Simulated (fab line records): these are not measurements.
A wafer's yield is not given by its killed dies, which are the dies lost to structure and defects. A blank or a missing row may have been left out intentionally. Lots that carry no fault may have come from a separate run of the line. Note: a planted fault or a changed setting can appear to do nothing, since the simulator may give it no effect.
Chamber matching    flow gf180mcu    GF_V4_CVD_00 on hdpcvd-01 has 3 sister chambers
The step deposits SiO2, target thk 600 nm, time 100 s. 6 wafers are shown with their chamber, then 7 later ones without.

== WAFERS WITH THEIR CHAMBER ==
wafer   chamber  run-length-s (s)  pressure-mtorr (mTorr)
L223.4  0        127.2             5.998
L224.4  2        128.7             6.003
L227.2  2        128.3             5.992
L227.4  1        128.4             5.992
L228.1  0        128.1             6.019
L228.5  1        128.4             6.003

== WAFERS WHOSE CHAMBER IS MISSING ==
wafer   run-length-s (s)  pressure-mtorr (mTorr)
L228.6  127.8             6.025
L229.2  128.3             6.003
L229.3  128.7             6.006
L229.5  127.3             5.999
L230.3  128.8             5.984
L230.5  127.0             6.013
L230.6  128.8             6.004

== WHICH CHAMBER EACH WENT THROUGH ==
wafer   from the rows above           in truth
L228.6  can't be placed: 0 or 1 or 2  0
L229.2  can't be placed: 1 or 2 or 0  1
L229.3  can't be placed: 2 or 1 or 0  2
L229.5  can't be placed: 0 or 1 or 2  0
L230.3  can't be placed: 2 or 1       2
L230.5  0                             0
L230.6  can't be placed: 2 or 1 or 0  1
Correctly placed: 1 of 7. Unplaceable from these rows: 6, with the true chamber sitting among the candidates in 6. 0 placed wrongly.
How it was worked out, from the rows above alone: a wafer's distance from a chamber is the root of the sum, over the readings, of the square of ((its reading less the chamber's mean) divided by the reading's scatter). The wafer belongs to the nearest chamber; if the next one is less than 2 further off, it can't be placed. Each chamber's mean is taken over the wafers shown for it. The scatter: the root of (the sum of the squares of (reading less its chamber's mean) over the shown wafers, divided by (wafers less chambers)).
